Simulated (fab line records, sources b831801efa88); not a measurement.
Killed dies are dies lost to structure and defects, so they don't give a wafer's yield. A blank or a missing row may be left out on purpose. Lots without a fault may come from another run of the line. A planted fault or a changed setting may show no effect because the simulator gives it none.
One fault seen from 2 desks | flow gf180mcu | each desk has only its own numbers; what lay behind them comes last

THE METROLOGY DESK
What the gauges read, lot by lot, whatever tool the lot ran on: means of the sampled wafers that have a number. A lot is out of limits, marked OUT, if its mean lies more than 4 standard deviations from the usual mean; the brackets give that distance.
Columns: A = V4_CVD_00_THK at GF_V4_THK_MEAS_01, usual 602 nm; B = V5_CVD_02_THK at GF_V5_THK_MEAS_03, usual 1452 nm
lot  | first seen here | A   | B
L137 | day 23 09:20    | 598 | 1458
L140 | day 24 17:50    | 599 | 1464
L139 | day 24 21:00    | 611 | 1465
L143 | day 25 16:05    | 592 | 1457
L144 | day 26 04:24    | 609 | 1443
L147 | day 26 23:49    | 594 | 1447
L148 | day 27 08:14    | 597 | 1430
L149 | day 27 10:50    | 595 | 1462
L150 | day 27 17:33    | 603 | 1464
L157 | day 29 20:16    | 596 | 1464
L159 | day 30 07:26    | 605 | 1479
L160 | day 30 11:37    | 599 | 1419
This desk's finding: nothing out of limits on any of the 12 lots.

THE TOOL OWNER'S DESK: rie_metal-02
The tool's own readings at GF_TOP_METAL_METAL_ETCH_16 (etches the open film in Cl2/BCl3, stops on SiO2, target depth 1197 nm, time 199.5 s): means of the sampled wafers that have a number, for each lot that ran on this tool. A lot is out of limits, marked OUT, if its mean lies more than 4 standard deviations from the usual mean; the brackets give that distance.
Columns: A = drypump_motor_current_A at GF_TOP_METAL_METAL_ETCH_16, usual 5.5 A; B = mfc_cl2_sccm at GF_TOP_METAL_METAL_ETCH_16, usual 79.99 sccm; C = oes_product_au at GF_TOP_METAL_METAL_ETCH_16, usual 0.992 a.u.; D = throttle_valve_pct at GF_TOP_METAL_METAL_ETCH_16, usual 28.229 %
lot  | first seen here | A   | B     | C               | D
L137 | day 28 00:05    | 5.3 | 79.75 | 0.993           | 28.232
L140 | day 29 06:38    | 5.0 | 80.08 | 0.992           | 28.233
L144 | day 30 13:32    | 5.2 | 79.88 | 0.988           | 28.238
L147 | day 31 05:34    | 5.2 | 80.19 | 0.991           | 28.236
L157 | day 33 15:23    | 5.2 | 80.01 | 0.999           | 28.227
L159 | day 34 01:34    | 5.3 | 79.91 | 0.918 (-14) OUT | 28.316 (+8.8) OUT
L160 | day 34 03:53    | 5.3 | 80.04 | 0.913 (-15) OUT | 28.318 (+9.0) OUT
This desk's finding: out of limits on L159, L160; first on L159, day 34 01:34 (oes_product_au at GF_TOP_METAL_METAL_ETCH_16). In limits: L137, L140, L144, L147, L157.

PUT TOGETHER
The tool owner's desk could have raised an alarm at day 34 01:34, on L159, L160.
The metrology desk saw nothing out of limits.
The metrology desk has L159, L160 on record, within its limits.
Of the lots named, all ran GF_TOP_METAL_METAL_ETCH_16 on rie_metal-02.

WHAT THE SIMULATOR HAD PUT IN
Process parameter drift: rie_metal-02, from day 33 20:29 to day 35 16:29, at GF_TOP_METAL_METAL_ETCH_16. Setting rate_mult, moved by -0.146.
Lots struck among those shown: L159, L160.
Hours from the fault's start to each desk's first reading out of limits: the tool owner's desk, 5.
